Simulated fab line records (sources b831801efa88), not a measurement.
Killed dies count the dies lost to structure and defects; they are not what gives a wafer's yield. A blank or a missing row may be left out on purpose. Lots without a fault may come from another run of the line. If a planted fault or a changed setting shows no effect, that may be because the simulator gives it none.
Check for tools in common / flow gf180mcu / Sampled: 12 lots, 42 wafers

WHAT PROMPTED THE OPENING
GF_VT_IMPLANT_RS_MEAS_49, reading MVPSD_RS: flagged on 2 of 12 lots. Fault-free wafers read 1169 ohm/sq, with a standard deviation of 3.2.
Rule: a lot is flagged when every wafer of it that has a number lies more than 4 standard deviations from that mean, or none has a number. All remaining lots are regarded as sound.

lot=L533; measured=day 7 19:57; on=film metro-02; MVPSD_RS (ohm/sq), wafer by wafer=1167 1167 1166; flag=
lot=L534; measured=day 8 03:40; on=film metro-02; MVPSD_RS (ohm/sq), wafer by wafer=1166 1168 1169; flag=
lot=L535; measured=day 8 09:08; on=film metro-04; MVPSD_RS (ohm/sq), wafer by wafer=1169 1169 1171; flag=
lot=L537; measured=day 9 00:44; on=film metro-02; MVPSD_RS (ohm/sq), wafer by wafer=1168 1162 1167; flag=
lot=L539; measured=day 9 13:11; on=film metro-04; MVPSD_RS (ohm/sq), wafer by wafer=1170 1166 1169; flag=
lot=L544; measured=day 10 23:55; on=film metro-02; MVPSD_RS (ohm/sq), wafer by wafer=1213 1212 1209 1212 1210 1210; flag=FLAGGED
lot=L545; measured=day 11 05:19; on=film metro-02; MVPSD_RS (ohm/sq), wafer by wafer=1167 1167 1166; flag=
lot=L546; measured=day 11 13:08; on=film metro-01; MVPSD_RS (ohm/sq), wafer by wafer=1214 1211 1211 1213 1213 1209; flag=FLAGGED
lot=L547; measured=day 11 19:44; on=film metro-04; MVPSD_RS (ohm/sq), wafer by wafer=1167 1165 1165; flag=
lot=L550; measured=day 12 17:04; on=film metro-01; MVPSD_RS (ohm/sq), wafer by wafer=1173 1173 1175; flag=
lot=L554; measured=day 13 17:08; on=film metro-01; MVPSD_RS (ohm/sq), wafer by wafer=1165 1169 1168; flag=
lot=L555; measured=day 14 05:37; on=film metro-04; MVPSD_RS (ohm/sq), wafer by wafer=1168 1169 1168; flag=
Average over the flagged lots: 1211 ohm/sq; offset from the usual +42 ohm/sq, equal to +13 standard deviations.

LOT BY LOT: THE TOOL USED
2 process steps preceding the reading are held in the record, out of 602 steps in the route. In each cell: the tool, then ch and the chambers that the sampled wafers went through, then the start.
lot=L533; flag=; GF_MVPSD_IMPLANT_09=implanter-04 ch 0, day 5 06:07; GF_VT_IMPLANT_RTA_45=rtp anneal-02 ch 0, day 7 19:29
lot=L534; flag=; GF_MVPSD_IMPLANT_09=implanter-03 ch 0, day 5 12:38; GF_VT_IMPLANT_RTA_45=rtp anneal-02 ch 0, day 8 03:13
lot=L535; flag=; GF_MVPSD_IMPLANT_09=implanter-04 ch 0, day 5 17:56; GF_VT_IMPLANT_RTA_45=rtp anneal-02 ch 0, day 8 08:40
lot=L537; flag=; GF_MVPSD_IMPLANT_09=implanter-04 ch 0, day 6 07:49; GF_VT_IMPLANT_RTA_45=rtp anneal-01 ch 0, day 9 00:17
lot=L539; flag=; GF_MVPSD_IMPLANT_09=implanter-03 ch 0, day 6 19:17; GF_VT_IMPLANT_RTA_45=rtp anneal-01 ch 0, day 9 12:44
lot=L544; flag=FLAGGED; GF_MVPSD_IMPLANT_09=implanter-04 ch 0, day 8 01:44; GF_VT_IMPLANT_RTA_45=rtp anneal-02 ch 0, day 10 23:27
lot=L545; flag=; GF_MVPSD_IMPLANT_09=implanter-02 ch 0, day 8 08:33; GF_VT_IMPLANT_RTA_45=rtp anneal-01 ch 0, day 11 04:46
lot=L546; flag=FLAGGED; GF_MVPSD_IMPLANT_09=implanter-04 ch 0, day 8 12:36; GF_VT_IMPLANT_RTA_45=rtp anneal-01 ch 0, day 11 12:40
lot=L547; flag=; GF_MVPSD_IMPLANT_09=implanter-03 ch 0, day 8 18:55; GF_VT_IMPLANT_RTA_45=rtp anneal-02 ch 0, day 11 19:17
lot=L550; flag=; GF_MVPSD_IMPLANT_09=implanter-03 ch 0, day 9 13:44; GF_VT_IMPLANT_RTA_45=rtp anneal-01 ch 0, day 12 16:37
lot=L554; flag=; GF_MVPSD_IMPLANT_09=implanter-02 ch 0, day 10 11:40; GF_VT_IMPLANT_RTA_45=rtp anneal-01 ch 0, day 13 16:41
lot=L555; flag=; GF_MVPSD_IMPLANT_09=implanter-04 ch 0, day 10 22:54; GF_VT_IMPLANT_RTA_45=rtp anneal-01 ch 0, day 14 05:10
What the steps here do:
- GF_MVPSD_IMPLANT_09
- GF_VT_IMPLANT_RTA_45: time 30 s.
- GF_VT_IMPLANT_RS_MEAS_49: measures by four-point-probe.

FLAGGED AGAINST TOTAL, ONE TOOL AT A TIME (gauges that did the reading follow at the end)
step=GF_MVPSD_IMPLANT_09; tool=implanter-02; lots run=2; flagged=0; share of the flagged lots=none; sound lots run after its first flagged lot=-
step=GF_MVPSD_IMPLANT_09; tool=implanter-03; lots run=4; flagged=0; share of the flagged lots=none; sound lots run after its first flagged lot=-
step=GF_MVPSD_IMPLANT_09; tool=implanter-04; lots run=6; flagged=2; share of the flagged lots=all; sound lots run after its first flagged lot=1 (L555)
step=GF_VT_IMPLANT_RTA_45; tool=rtp anneal-01; lots run=7; flagged=1; share of the flagged lots=some; sound lots run after its first flagged lot=3 (L550,L554,L555)
step=GF_VT_IMPLANT_RTA_45; tool=rtp anneal-02; lots run=5; flagged=1; share of the flagged lots=some; sound lots run after its first flagged lot=1 (L547)
step=GF_VT_IMPLANT_RS_MEAS_49; tool=film metro-01; lots run=3; flagged=1; share of the flagged lots=some; sound lots run after its first flagged lot=2 (L550,L554)
step=GF_VT_IMPLANT_RS_MEAS_49; tool=film metro-02; lots run=5; flagged=1; share of the flagged lots=some; sound lots run after its first flagged lot=1 (L545)
step=GF_VT_IMPLANT_RS_MEAS_49; tool=film metro-04; lots run=4; flagged=0; share of the flagged lots=none; sound lots run after its first flagged lot=-

WHAT IS ALLOWED BY THE TABLE
All flagged lots share 1 row of the table, namely implanter-04 at GF_MVPSD_IMPLANT_09.
- implanter-04 at GF_MVPSD_IMPLANT_09: 2 of its 6 lots flagged. Sound lots ran on it after the first flagged one (L555), which a lasting fault on the whole tool wouldn't allow. Its own readings (dose ions cm2, faraday current uA) fall more than 4 standard deviations out on all wafers of the flagged lots.
No row of the table ran every flagged lot and no sound lot after the first.

WHAT HAD BEEN PUT IN BY THE SIMULATOR
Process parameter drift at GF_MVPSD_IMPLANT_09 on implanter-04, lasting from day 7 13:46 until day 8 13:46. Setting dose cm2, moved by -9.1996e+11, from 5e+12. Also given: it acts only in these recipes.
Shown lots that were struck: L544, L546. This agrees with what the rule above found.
